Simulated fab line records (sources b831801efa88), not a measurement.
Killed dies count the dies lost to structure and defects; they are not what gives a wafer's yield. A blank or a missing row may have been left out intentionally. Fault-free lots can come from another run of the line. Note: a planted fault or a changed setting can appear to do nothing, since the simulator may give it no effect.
fab line records ; flow sky130
record lots=13; wafers=39; last_day=50
route steps=708 shown LDD_P@263 LDD_HVP@285 LDD_LDN@297 PAD_OPEN@708
lots with no fault: from the same line, run without faults
start_h: hours from the record's first day to the start of the lot's first wafer shown ; wait_h: hours elapsed since this lot's preceding step ; " the same as in the row above ; L1.1+2: several wafers, shown together as one row ; - value missing, or start not given ; * or withheld: withheld ; < > ~ a bound
route shown NAME@n: a module of which the file shows steps, and the number in the route of the first ; usual: mean/standard deviation taken from wafers without a fault ; same: alike in all rows ; chamber/n: place in a boat ; sites: readings site by site ; _std_site: the standard deviation of these ; _edge_site: the outer-site mean with the inner-site mean subtracted ; radius_mm: for every site, how far away it sits from the centre of the wafer ; mask NAME#n: copy n ; behind: the most recent tool/chamber to have shaped the wafer ; hold: what put the lot on hold/how long, in hours/how the hold closed ; device: names the non-switching transistor (n, p or np) ; end of line: the route-end tests of the same wafers ; step lacking rows: just its recipe ; killed: dies that structure and defects cost at the first sort, which is not the same as the wafer's yield ; map: per-die view of a wafer (x killed, . not killed, _ where there is no die)
set.NAME: setting as actually run; set.NAME@STEP: the setting as run at that earlier step ; model.NAME: the simulator's own value behind a step, which no gauge read
steps of the route over a sample of lots; a table a step, a row a wafer
services: from which hour (start_h, from the record's first day; less than 0 if before it) a tool's chamber was out of use, for how many hours, and why
## steps
# step SKY_LDD_P_OVL_MEAS_08
# usual LDD_P_OVL=2.1/1.5
lot.wafer;tool;chamber;start_h;wait_h;LDD_P_OVL[nm]
L896.1;overlay-01;-;413.68;0.1;1.9
L896.4;overlay-01;-;413.68;0.1;2.4
L896.6;overlay-01;-;413.68;0.1;1.4
L899.2;overlay-02;-;451.59;0.1;1.9
L899.3;overlay-02;-;451.59;0.1;1.3
L899.4;overlay-02;-;451.59;0.1;1.5
L904.1;overlay-02;-;503.60;0.1;3.5
L904.2;overlay-02;-;503.60;0.1;3.2
L904.5;overlay-02;-;503.60;0.1;2.8
L907.1;overlay-01;-;525.60;0.1;0.9
L907.3;overlay-01;-;525.60;0.1;2.2
L907.4;overlay-01;-;525.60;0.1;2.3
L906.2;overlay-01;-;527.45;0.1;1.9
L906.3;overlay-01;-;527.45;0.1;3.2
L906.4;overlay-01;-;527.45;0.1;1.1
L909.2;overlay-02;-;545.02;0.1;2.1
L909.5;overlay-02;-;545.02;0.1;2.2
L909.6;overlay-02;-;545.02;0.1;1.5
L910.1;overlay-01;-;550.72;0.1;3.4
L910.3;overlay-01;-;550.72;0.1;1.3
L910.5;overlay-01;-;550.72;0.1;3.7
L912.1;overlay-02;-;588.34;0.1;2.5
L912.4;overlay-02;-;588.34;0.1;3.1
L912.6;overlay-02;-;588.34;0.1;2.6
L911.2;overlay-02;-;591.60;0.1;3.6
L911.4;overlay-02;-;591.60;0.1;4.9
L911.5;overlay-02;-;591.60;0.1;4.5
L914.1;overlay-02;-;594.25;0.1;1.5
L914.3;overlay-02;-;594.25;0.1;2.5
L914.5;overlay-02;-;594.25;0.1;2.7
L916.1;overlay-02;-;616.73;0.1;1.1
L916.5;overlay-02;-;616.73;0.1;1.8
L916.6;overlay-02;-;616.73;0.1;0.8
L919.2;overlay-01;-;633.01;0.1;1.8
L919.3;overlay-01;-;633.01;0.1;1.1
L919.6;overlay-01;-;633.01;0.1;3.0
L918.1;overlay-02;-;637.55;0.1;1.7
L918.2;overlay-02;-;637.55;0.1;3.0
L918.3;overlay-02;-;637.55;0.1;1.4
# step SKY_LDD_HVP_OVL_MEAS_07
# usual LDD_HVP_OVL=1.9/1.5
lot.wafer;tool;chamber;start_h;wait_h;LDD_HVP_OVL[nm]
L896.1;overlay-01;-;474.62;0.1;0.4
L896.4;overlay-01;-;474.62;0.1;-0.9
L896.6;overlay-01;-;474.62;0.1;0.5
L899.2;overlay-01;-;510.98;0.1;3.7
L899.3;overlay-01;-;510.98;0.1;2.7
L899.4;overlay-01;-;510.98;0.1;1.3
L904.1;overlay-02;-;563.37;0.1;1.3
L904.2;overlay-02;-;563.37;0.1;2.2
L904.5;overlay-02;-;563.37;0.1;0.1
L907.1;overlay-01;-;584.14;0.1;-0.3
L907.3;overlay-01;-;584.14;0.1;1.1
L907.4;overlay-01;-;584.14;0.1;1.1
L906.2;overlay-01;-;586.17;0.1;1.7
L906.3;overlay-01;-;586.17;0.1;0.7
L906.4;overlay-01;-;586.17;0.1;1.4
L909.2;overlay-02;-;603.53;0.1;1.6
L909.5;overlay-02;-;603.53;0.1;5.2
L909.6;overlay-02;-;603.53;0.1;2.6
L910.1;overlay-01;-;609.19;0.1;1.2
L910.3;overlay-01;-;609.19;0.1;2.4
L910.5;overlay-01;-;609.19;0.1;3.2
L912.1;overlay-01;-;646.37;0.1;-1.1
L912.4;overlay-01;-;646.37;0.1;1.4
L912.6;overlay-01;-;646.37;0.1;-1.4
L911.2;overlay-02;-;648.67;0.1;0.9
L911.4;overlay-02;-;648.67;0.1;1.3
L911.5;overlay-02;-;648.67;0.1;0.7
L914.1;overlay-02;-;652.44;0.1;3.0
L914.3;overlay-02;-;652.44;0.1;4.2
L914.5;overlay-02;-;652.44;0.1;3.9
L916.1;overlay-02;-;675.02;0.1;-0.2
L916.5;overlay-02;-;675.02;0.1;0.7
L916.6;overlay-02;-;675.02;0.1;0.3
L919.2;overlay-01;-;689.67;0.1;0.4
L919.3;overlay-01;-;689.67;0.1;0.6
L919.6;overlay-01;-;689.67;0.1;1.6
L918.1;overlay-01;-;693.67;0.1;0.7
L918.2;overlay-01;-;693.67;0.1;1.9
L918.3;overlay-01;-;693.67;0.1;2.5
# step SKY_LDD_HVP_STRIP_09
# recipe chemistry=O2/N2; power_w=1400; pressure_mtorr=1500; platen_temp_c=withheld; o2_flow_sccm=3000; n2_flow_sccm=300; overash_fraction=0.5
# usual drypump_motor_current_A=5.4/0.32; oes_product_au=0.409/0.0045; strip_time_to_endpoint_s=4.137/0.014
lot.wafer;tool;chamber;start_h;wait_h;drypump_motor_current_A;oes_product_au;rf_hours_counter_h;strip_time_to_endpoint_s
L896.1;plasma_asher-03;1;474.81;0.1;5.7;0.408;63;4.149
L896.4;plasma_asher-03;0;474.81;0.1;5.5;0.415;-;4.116
L896.6;plasma_asher-03;0;474.81;0.1;5.5;0.410;-;4.127
L899.2;plasma_asher-03;1;511.16;0.1;5.7;0.407;67;4.141
L899.3;plasma_asher-03;0;511.16;0.1;5.5;0.400;-;4.147
L899.4;plasma_asher-03;1;511.16;0.1;5.7;0.414;-;4.141
L904.1;plasma_asher-03;0;563.56;0.1;5.5;0.411;72;4.135
L904.2;plasma_asher-03;1;563.56;0.1;5.7;0.403;72;4.132
L904.5;plasma_asher-03;0;563.56;0.1;5.5;0.402;-;4.127
L907.1;plasma_asher-01;1;584.32;0.1;5.3;0.414;15;4.136
L907.3;plasma_asher-01;1;584.32;0.1;5.3;0.407;-;4.142
L907.4;plasma_asher-01;0;584.32;0.1;4.8;0.404;-;4.127
L906.2;plasma_asher-03;1;586.35;0.1;5.7;0.404;74;4.112
L906.3;plasma_asher-03;1;586.35;0.1;5.7;0.409;-;4.124
L906.4;plasma_asher-03;0;586.35;0.1;5.5;0.410;-;4.121
L909.2;plasma_asher-01;0;603.71;0.1;4.8;0.404;17;4.132
L909.5;plasma_asher-01;1;603.71;0.1;5.3;0.412;-;4.130
L909.6;plasma_asher-01;0;603.71;0.1;4.8;0.417;-;4.136
L910.1;plasma_asher-01;0;609.37;0.1;4.9;0.409;18;4.096
L910.3;plasma_asher-01;1;609.37;0.1;5.3;0.410;-;4.114
L910.5;plasma_asher-01;0;609.37;0.1;4.8;0.411;-;4.130
L912.1;plasma_asher-02;1;646.56;0.1;5.6;0.406;53;4.151
L912.4;plasma_asher-02;1;646.56;0.1;5.6;0.395;-;4.151
L912.6;plasma_asher-02;1;646.56;0.1;5.6;0.402;-;4.117
L911.2;plasma_asher-02;1;648.85;0.1;5.6;0.406;53;4.134
L911.4;plasma_asher-02;0;648.85;0.1;5.0;0.403;-;4.119
L911.5;plasma_asher-02;1;648.85;0.1;5.6;0.415;-;4.134
L914.1;plasma_asher-02;0;652.62;0.1;5.0;0.416;54;4.160
L914.3;plasma_asher-02;1;652.62;0.1;5.6;0.406;-;4.147
L914.5;plasma_asher-02;1;652.62;0.1;5.6;0.412;-;4.146
L916.1;plasma_asher-03;0;675.21;0.1;5.5;0.411;83;4.144
L916.5;plasma_asher-03;1;675.21;0.1;5.7;0.409;-;4.142
L916.6;plasma_asher-03;0;675.21;0.1;5.6;0.417;-;4.128
L919.2;plasma_asher-02;1;689.85;0.1;5.6;0.414;57;4.134
L919.3;plasma_asher-02;1;689.85;0.1;5.6;0.408;-;4.166
L919.6;plasma_asher-02;1;689.85;0.1;5.6;0.413;-;4.145
L918.1;plasma_asher-02;1;693.86;0.1;5.6;0.406;58;4.138
L918.2;plasma_asher-02;0;693.86;0.1;5.0;0.409;58;4.139
L918.3;plasma_asher-02;0;693.86;0.1;5.0;0.409;-;4.138
# step SKY_LDD_LDN_IMPLANT_08
# recipe species=As; energy_kev=15; dose_cm2=1.25e+13; tilt_deg=withheld; rotation_deg=23
# usual dose_ions_cm2=1.2499e+13/1.3e+10
lot.wafer;tool;chamber;start_h;wait_h;dose_ions_cm2
L896.1;implanter-01;0;505.07;0.0;1.2491e+13
L896.4;implanter-01;0;505.07;0.0;1.248e+13
L896.6;implanter-01;0;505.07;0.0;1.2462e+13
L899.2;implanter-04;0;540.99;0.0;1.2502e+13
L899.3;implanter-04;0;540.99;0.0;1.2509e+13
L899.4;implanter-04;0;540.99;0.0;1.2499e+13
L904.1;implanter-04;0;592.57;0.0;1.2789e+13
L904.2;implanter-04;0;592.57;0.0;1.2775e+13
L904.5;implanter-04;0;592.57;0.0;1.2792e+13
L907.1;implanter-01;0;613.12;0.0;1.2491e+13
L907.3;implanter-01;0;613.12;0.0;1.2485e+13
L907.4;implanter-01;0;613.12;0.0;1.2499e+13
L906.2;implanter-04;0;615.49;0.0;1.2795e+13
L906.3;implanter-04;0;615.49;0.0;1.2785e+13
L906.4;implanter-04;0;615.49;0.0;1.278e+13
L909.2;implanter-01;0;632.14;0.0;1.2505e+13
L909.5;implanter-01;0;632.14;0.0;1.248e+13
L909.6;implanter-01;0;632.14;0.0;1.2504e+13
L910.1;implanter-02;0;637.91;0.0;1.251e+13
L910.3;implanter-02;0;637.91;0.0;1.2481e+13
L910.5;implanter-02;0;637.91;0.0;1.2494e+13
L912.1;implanter-01;0;674.97;0.0;1.2497e+13
L912.4;implanter-01;0;674.97;0.0;1.2493e+13
L912.6;implanter-01;0;674.97;0.0;1.2497e+13
L911.2;implanter-01;0;677.89;0.0;1.2486e+13
L911.4;implanter-01;0;677.89;0.0;1.2518e+13
L911.5;implanter-01;0;677.89;0.0;1.2517e+13
L914.1;implanter-02;0;680.57;0.0;1.2507e+13
L914.3;implanter-02;0;680.57;0.0;1.2513e+13
L914.5;implanter-02;0;680.57;0.0;1.2518e+13
L916.1;implanter-02;0;703.42;0.0;1.2491e+13
L916.5;implanter-02;0;703.42;0.0;1.2504e+13
L916.6;implanter-02;0;703.42;0.0;1.2489e+13
L919.2;implanter-01;0;717.05;0.0;1.2512e+13
L919.3;implanter-01;0;717.05;0.0;1.2503e+13
L919.6;implanter-01;0;717.05;0.0;1.2488e+13
L918.1;implanter-04;0;722.42;0.0;1.2511e+13
L918.2;implanter-04;0;722.42;0.0;1.2505e+13
L918.3;implanter-04;0;722.42;0.0;1.2486e+13
# step SKY_PAD_OPEN_PROBE_99
# usual killed_at_M0_to_M3=44/7; killed_at_M4_up=3.0/1.9; killed_at_contacts=24/5.4; killed_at_front_end=15/4.6; killed_at_other=0.3/0.5; killed_dies=87/10; killed_open=47/7; killed_short=40/6.2
# same gross_dies=492; killed_at_back_side=0
lot.wafer;tool;chamber;start_h;wait_h;killed_at_M0_to_M3;killed_at_M4_up;killed_at_contacts;killed_at_front_end;killed_at_other;killed_dies;killed_open;killed_short
L896.1;prober-02;-;1058.39;0.1;44;2;19;11;0;76;41;35
L896.4;prober-02;-;1058.54;0.2;54;6;26;19;0;105;49;56
L896.6;prober-02;-;1058.64;0.2;51;3;27;13;1;95;45;50
L899.2;prober-01;-;1085.20;0.1;39;3;26;9;1;78;38;40
L899.3;prober-01;-;1085.25;0.2;40;2;20;15;0;77;50;27
L899.4;prober-01;-;1085.30;0.2;35;3;13;13;0;64;33;31
L904.1;prober-02;-;1120.55;0.1;48;1;28;11;0;88;46;42
L904.2;prober-02;-;1120.60;0.1;49;3;23;20;1;96;62;34
L904.5;prober-02;-;1120.75;0.2;40;2;33;18;1;94;53;41
L907.1;prober-02;-;1131.05;0.1;41;3;22;17;0;83;45;38
L907.3;prober-02;-;1131.15;0.2;57;2;31;20;0;110;58;52
L907.4;prober-02;-;1131.20;0.2;48;1;31;15;1;96;50;46
L906.2;prober-01;-;1138.67;0.1;45;1;26;7;0;79;48;31
L906.3;prober-01;-;1138.72;0.2;47;7;25;10;0;89;48;41
L906.4;prober-01;-;1138.77;0.2;39;0;29;15;0;83;44;39
L909.2;prober-01;-;1145.15;0.1;51;5;21;18;0;95;54;41
L909.5;prober-01;-;1145.30;0.2;37;5;24;12;0;78;42;36
L909.6;prober-01;-;1145.35;0.2;51;5;28;17;0;101;53;48
L910.1;prober-02;-;1151.81;0.1;36;1;12;17;1;67;35;32
L910.3;prober-02;-;1151.91;0.2;61;4;21;15;1;102;52;50
L910.5;prober-02;-;1152.01;0.2;45;6;28;22;0;101;57;44
L912.1;prober-01;-;1170.05;0.1;41;0;16;15;1;73;45;28
L912.4;prober-01;-;1170.20;0.2;46;0;28;11;0;85;49;36
L912.6;prober-01;-;1170.30;0.2;46;3;24;21;0;94;46;48
L911.2;prober-01;-;1178.85;0.1;34;5;20;9;0;68;35;33
L911.4;prober-01;-;1178.95;0.2;42;6;29;20;0;97;56;41
L911.5;prober-01;-;1179.00;0.2;39;4;20;11;0;74;45;29
L914.1;prober-02;-;1179.85;0.1;44;4;22;5;0;75;38;37
L914.3;prober-02;-;1179.95;0.2;40;5;33;11;0;89;48;41
L914.5;prober-02;-;1180.05;0.2;32;1;25;8;0;66;41;25
L916.1;prober-01;-;1193.10;0.1;50;3;16;10;0;79;47;32
L916.5;prober-01;-;1193.30;0.2;60;8;24;9;0;101;56;45
L916.6;prober-01;-;1193.35;0.2;45;4;20;19;0;88;48;40
L919.2;prober-02;-;1197.27;0.1;38;2;17;18;0;75;36;39
L919.3;prober-02;-;1197.32;0.2;41;2;29;22;0;94;51;43
L919.6;prober-02;-;1197.47;0.2;39;1;30;12;1;83;45;38
L918.1;prober-02;-;1201.53;0.1;50;3;22;9;1;85;50;35
L918.2;prober-02;-;1201.58;0.1;32;3;24;11;0;70;40;30
L918.3;prober-02;-;1201.63;0.2;49;2;18;11;1;81;42;39
# killed by level:class
L896.1 VIA1:geometric_particle:open=10 VIA2:geometric_particle:open=8 METAL1:geometric_particle:short=7 LI_CONTACT:geometric_particle:open=6 CONTACT:geometric_particle:open=6 LOCAL_INTERCONNECT:geometric_particle:short=4 VIA3:geometric_particle:open=4 FIELD_ISO:geometric_particle:short=3
L896.4 VIA1:geometric_particle:open=10 CONTACT:geometric_particle:short=9 VIA1:geometric_particle:short=9 METAL1:geometric_particle:short=8 POLY_GATE:geometric_particle:open=7 VIA3:geometric_particle:open=7 LI_CONTACT:geometric_particle:open=7 METAL2:geometric_particle:short=6
L896.6 CONTACT:geometric_particle:open=9 VIA1:geometric_particle:open=9 METAL2:geometric_particle:short=8 CONTACT:geometric_particle:short=7 METAL1:geometric_particle:short=7 VIA2:geometric_particle:open=7 VIA3:geometric_particle:open=7 VIA1:geometric_particle:short=5
L899.2 CONTACT:geometric_particle:open=10 METAL2:geometric_particle:short=8 VIA1:geometric_particle:open=6 METAL1:geometric_particle:short=5 VIA1:geometric_particle:short=5 VIA3:geometric_particle:open=5 LI_CONTACT:geometric_particle:open=4 LOCAL_INTERCONNECT:geometric_particle:short=4
L899.3 CONTACT:geometric_particle:open=10 VIA3:geometric_particle:open=8 VIA1:geometric_particle:short=6 POLY_GATE:geometric_particle:open=5 LI_CONTACT:geometric_particle:open=5 VIA1:geometric_particle:open=5 METAL2:geometric_particle:short=5 VIA2:geometric_particle:open=5
L899.4 CONTACT:geometric_particle:open=6 METAL1:geometric_particle:short=6 VIA1:geometric_particle:open=6 VIA2:geometric_particle:open=5 POLY_GATE:geometric_particle:open=4 VIA3:geometric_particle:open=4 FIELD_ISO:geometric_particle:short=3 POLY_GATE:geometric_particle:short=3
L904.1 LI_CONTACT:geometric_particle:open=12 VIA2:geometric_particle:open=11 METAL1:geometric_particle:short=9 LOCAL_INTERCONNECT:geometric_particle:short=7 VIA1:geometric_particle:open=5 VIA2:geometric_particle:short=5 CONTACT:geometric_particle:open=4 VIA3:geometric_particle:open=4
L904.2 VIA2:geometric_particle:open=13 CONTACT:geometric_particle:open=10 VIA3:geometric_particle:open=6 LI_CONTACT:geometric_particle:open=6 VIA1:geometric_particle:open=6 FIELD_ISO:geometric_particle:short=5 POLY_GATE:geometric_particle:open=5 VIA1:geometric_particle:short=5
L904.5 CONTACT:geometric_particle:open=15 LI_CONTACT:geometric_particle:open=7 VIA2:geometric_particle:open=7 VIA1:geometric_particle:open=7 VIA3:geometric_particle:open=6 POLY_GATE:geometric_particle:short=5 CONTACT:geometric_particle:short=5 FIELD_ISO:geometric_particle:short=4
L907.1 VIA1:geometric_particle:open=10 CONTACT:geometric_particle:open=9 FIELD_ISO:geometric_particle:open=7 VIA1:geometric_particle:short=6 LI_CONTACT:geometric_particle:open=5 VIA2:geometric_particle:open=5 FIELD_ISO:geometric_particle:short=4 METAL1:geometric_particle:short=4
L907.3 VIA1:geometric_particle:open=16 CONTACT:geometric_particle:open=14 METAL1:geometric_particle:short=8 CONTACT:geometric_particle:short=7 POLY_GATE:geometric_particle:open=6 VIA2:geometric_particle:short=6 LI_CONTACT:geometric_particle:open=6 VIA1:geometric_particle:short=6
L907.4 LI_CONTACT:geometric_particle:open=10 VIA1:geometric_particle:open=10 CONTACT:geometric_particle:open=9 VIA1:geometric_particle:short=9 CONTACT:geometric_particle:short=7 VIA3:geometric_particle:open=7 METAL2:geometric_particle:short=6 FIELD_ISO:geometric_particle:short=5
L906.2 VIA1:geometric_particle:open=10 CONTACT:geometric_particle:open=9 LI_CONTACT:geometric_particle:open=8 VIA3:geometric_particle:open=7 VIA1:geometric_particle:short=6 METAL1:geometric_particle:short=5 VIA2:geometric_particle:open=4 LOCAL_INTERCONNECT:geometric_particle:short=4
L906.3 CONTACT:geometric_particle:open=13 VIA1:geometric_particle:open=8 LI_CONTACT:geometric_particle:open=7 METAL1:geometric_particle:short=7 VIA1:geometric_particle:short=7 VIA2:geometric_particle:open=6 METAL4:geometric_particle:short=6 VIA2:geometric_particle:short=4
L906.4 VIA1:geometric_particle:open=12 CONTACT:geometric_particle:open=8 CONTACT:geometric_particle:short=8 FIELD_ISO:geometric_particle:open=6 METAL1:geometric_particle:short=6 VIA3:geometric_particle:open=6 LI_CONTACT:geometric_particle:open=5 LOCAL_INTERCONNECT:geometric_particle:short=5
L909.2 VIA1:geometric_particle:open=15 CONTACT:geometric_particle:open=11 VIA3:geometric_particle:open=7 FIELD_ISO:geometric_particle:short=6 FIELD_ISO:geometric_particle:open=6 VIA1:geometric_particle:short=6 CONTACT:geometric_particle:short=5 METAL3:geometric_particle:short=5
L909.5 VIA2:geometric_particle:open=10 CONTACT:geometric_particle:open=10 METAL1:geometric_particle:short=7 CONTACT:geometric_particle:short=6 FIELD_ISO:geometric_particle:open=5 METAL2:geometric_particle:short=5 VIA1:geometric_particle:open=5 METAL4:geometric_particle:short=4
L909.6 VIA1:geometric_particle:open=17 METAL1:geometric_particle:short=12 VIA3:geometric_particle:open=10 CONTACT:geometric_particle:short=9 CONTACT:geometric_particle:open=6 VIA1:geometric_particle:short=6 FIELD_ISO:geometric_particle:open=4 FIELD_ISO:geometric_particle:short=4
L910.1 VIA1:geometric_particle:open=11 FIELD_ISO:geometric_particle:open=6 VIA3:geometric_particle:open=5 POLY_GATE:geometric_particle:short=4 LOCAL_INTERCONNECT:geometric_particle:short=4 VIA1:geometric_particle:short=4 METAL2:geometric_particle:short=4 FIELD_ISO:geometric_particle:short=3
L910.3 VIA1:geometric_particle:open=12 VIA3:geometric_particle:open=10 CONTACT:geometric_particle:open=8 METAL2:geometric_particle:short=7 VIA3:geometric_particle:short=6 VIA1:geometric_particle:short=6 METAL1:geometric_particle:open=6 LI_CONTACT:geometric_particle:open=5
L910.5 VIA1:geometric_particle:open=13 LOCAL_INTERCONNECT:geometric_particle:short=9 CONTACT:geometric_particle:open=8 METAL1:geometric_particle:short=8 FIELD_ISO:geometric_particle:short=7 VIA2:geometric_particle:open=6 VIA3:geometric_particle:open=6 LI_CONTACT:geometric_particle:open=5
L912.1 VIA1:geometric_particle:open=10 VIA3:geometric_particle:open=9 VIA2:geometric_particle:open=9 LI_CONTACT:geometric_particle:open=4 CONTACT:geometric_particle:short=4 FIELD_ISO:geometric_particle:short=3 POLY_GATE:geometric_particle:short=3 SPACER:geometric_particle:short=3
L912.4 CONTACT:geometric_particle:open=11 VIA2:geometric_particle:open=10 LI_CONTACT:geometric_particle:open=8 METAL1:geometric_particle:short=8 VIA1:geometric_particle:open=8 VIA1:geometric_particle:short=5 METAL2:geometric_particle:short=5 CONTACT:geometric_particle:short=4
L912.6 VIA2:geometric_particle:open=10 LI_CONTACT:geometric_particle:open=9 CONTACT:geometric_particle:short=8 VIA1:geometric_particle:short=8 POLY_GATE:geometric_particle:short=7 VIA3:geometric_particle:open=7 FIELD_ISO:geometric_particle:open=6 VIA1:geometric_particle:open=6
L911.2 CONTACT:geometric_particle:open=7 LI_CONTACT:geometric_particle:open=7 VIA1:geometric_particle:open=7 VIA1:geometric_particle:short=6 METAL2:geometric_particle:short=5 POLY_GATE:geometric_particle:open=4 METAL1:geometric_particle:short=4 METAL3:geometric_particle:short=4
L911.4 VIA1:geometric_particle:open=18 CONTACT:geometric_particle:open=9 VIA3:geometric_particle:open=8 LOCAL_INTERCONNECT:geometric_particle:short=6 LI_CONTACT:geometric_particle:open=5 VIA1:geometric_particle:short=5 CONTACT:geometric_particle:short=5 FIELD_ISO:geometric_particle:short=4
L911.5 VIA1:geometric_particle:open=13 LI_CONTACT:geometric_particle:open=8 CONTACT:geometric_particle:open=7 VIA2:geometric_particle:open=7 POLY_GATE:geometric_particle:open=4 METAL1:geometric_particle:short=4 VIA1:geometric_particle:short=4 METAL2:geometric_particle:short=4
L914.1 METAL2:geometric_particle:short=11 VIA1:geometric_particle:open=10 CONTACT:geometric_particle:open=9 METAL3:geometric_particle:short=6 LI_CONTACT:geometric_particle:open=5 CONTACT:geometric_particle:short=4 VIA2:geometric_particle:open=4 FIELD_ISO:geometric_particle:short=3
L914.3 VIA1:geometric_particle:open=13 LI_CONTACT:geometric_particle:open=10 CONTACT:geometric_particle:short=8 CONTACT:geometric_particle:open=8 FIELD_ISO:geometric_particle:open=5 POLY_GATE:geometric_particle:short=4 METAL4:geometric_particle:short=4 LOCAL_INTERCONNECT:geometric_particle:short=4
L914.5 LI_CONTACT:geometric_particle:open=8 CONTACT:geometric_particle:open=8 VIA1:geometric_particle:open=7 VIA3:geometric_particle:open=7 METAL1:geometric_particle:short=4 VIA2:geometric_particle:open=4 FIELD_ISO:geometric_particle:open=3 LOCAL_INTERCONNECT:geometric_particle:short=3
L916.1 VIA1:geometric_particle:open=11 VIA2:geometric_particle:open=11 VIA3:geometric_particle:open=10 CONTACT:geometric_particle:open=6 METAL1:geometric_particle:short=5 FIELD_ISO:geometric_particle:short=4 CONTACT:geometric_particle:short=4 POLY_GATE:geometric_particle:open=3
L916.5 VIA1:geometric_particle:open=13 CONTACT:geometric_particle:open=11 METAL2:geometric_particle:short=11 VIA3:geometric_particle:open=7 METAL4:geometric_particle:short=7 METAL1:geometric_particle:short=6 VIA2:geometric_particle:open=6 VIA1:geometric_particle:short=5
L916.6 VIA2:geometric_particle:open=9 VIA1:geometric_particle:open=9 CONTACT:geometric_particle:short=6 FIELD_ISO:geometric_particle:open=5 LOCAL_INTERCONNECT:geometric_particle:short=5 VIA1:geometric_particle:short=5 POLY_GATE:geometric_particle:open=4 CONTACT:geometric_particle:open=4
L919.2 VIA1:geometric_particle:open=8 FIELD_ISO:geometric_particle:short=6 LI_CONTACT:geometric_particle:open=6 VIA1:geometric_particle:short=6 CONTACT:geometric_particle:open=5 VIA3:geometric_particle:open=5 FIELD_ISO:geometric_particle:open=4 LOCAL_INTERCONNECT:geometric_particle:short=4
L919.3 LI_CONTACT:geometric_particle:open=11 METAL2:geometric_particle:short=11 VIA1:geometric_particle:open=9 VIA2:geometric_particle:open=6 CONTACT:geometric_particle:open=6 FIELD_ISO:geometric_particle:open=5 FIELD_ISO:geometric_particle:short=5 POLY_GATE:geometric_particle:short=5
L919.6 CONTACT:geometric_particle:open=16 VIA3:geometric_particle:open=5 VIA1:geometric_particle:open=5 LI_CONTACT:geometric_particle:open=5 LOCAL_INTERCONNECT:geometric_particle:short=5 METAL1:geometric_particle:short=5 VIA1:geometric_particle:short=5 VIA2:geometric_particle:short=5
L918.1 VIA1:geometric_particle:open=17 CONTACT:geometric_particle:open=9 VIA1:geometric_particle:short=8 VIA2:geometric_particle:open=6 VIA3:geometric_particle:open=6 LI_CONTACT:geometric_particle:open=5 METAL1:geometric_particle:short=3 LOCAL_INTERCONNECT:geometric_particle:short=3
L918.2 VIA1:geometric_particle:open=14 CONTACT:geometric_particle:open=10 VIA1:geometric_particle:short=6 LI_CONTACT:geometric_particle:short=4 LI_CONTACT:geometric_particle:open=4 CONTACT:geometric_particle:short=4 METAL1:geometric_particle:short=3 FIELD_ISO:geometric_particle:short=2
L918.3 VIA1:geometric_particle:open=10 VIA3:geometric_particle:short=7 LI_CONTACT:geometric_particle:open=6 CONTACT:geometric_particle:open=6 VIA1:geometric_particle:short=6 VIA2:geometric_particle:open=6 METAL2:geometric_particle:short=5 VIA3:geometric_particle:open=4
## services
tool;chamber;start_h;hours;kind
plasma_asher-03;-;456.77;14.6;pm
implanter-04;-;489.94;2.1;repair
implanter-04;-;490.38;3.5;repair
plasma_asher-01;-;496.56;2.8;pm
plasma_asher-01;-;505.16;2.3;repair
implanter-04;-;542.72;5.9;pm
plasma_asher-01;-;557.33;1.6;repair
plasma_asher-02;-;595.70;1.3;repair
implanter-04;-;633.61;85.5;pm
implanter-02;-;638.65;0.9;repair
plasma_asher-03;-;681.79;2.5;repair
implanter-02;-;716.81;0.5;repair
## key
first_sign step=SKY_LDD_LDN_IMPLANT_08; reading=dose_ions_cm2; direction=up; sigmas=22; usual=*; struck=*
effect none on later readings
met_at SKY_LDD_LDN_IMPLANT_08
struck_lots L904,L906
tester_left_out L904,L906
not_acting_at SKY_LDD_P_OVL_MEAS_08,SKY_LDD_HVP_OVL_MEAS_07,SKY_LDD_HVP_STRIP_09
onset_between 540.99 592.57
fault kind=process_parameter_drift; tool=implanter-04; chamber=-; onset_h=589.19; steps=SKY_LDD_LDN_IMPLANT_08; channel=dose_cm2; offset=*; shape=step; end_h=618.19; acts_in=*; stated=*
# tester_left_out: of these lots the tester's yield and bins aren't shown, on N5 and GAA mostly nor the transistor test; their killed dies are dies lost to structure and defects alone, not to doping, threshold or leakage, so they don't give the yield
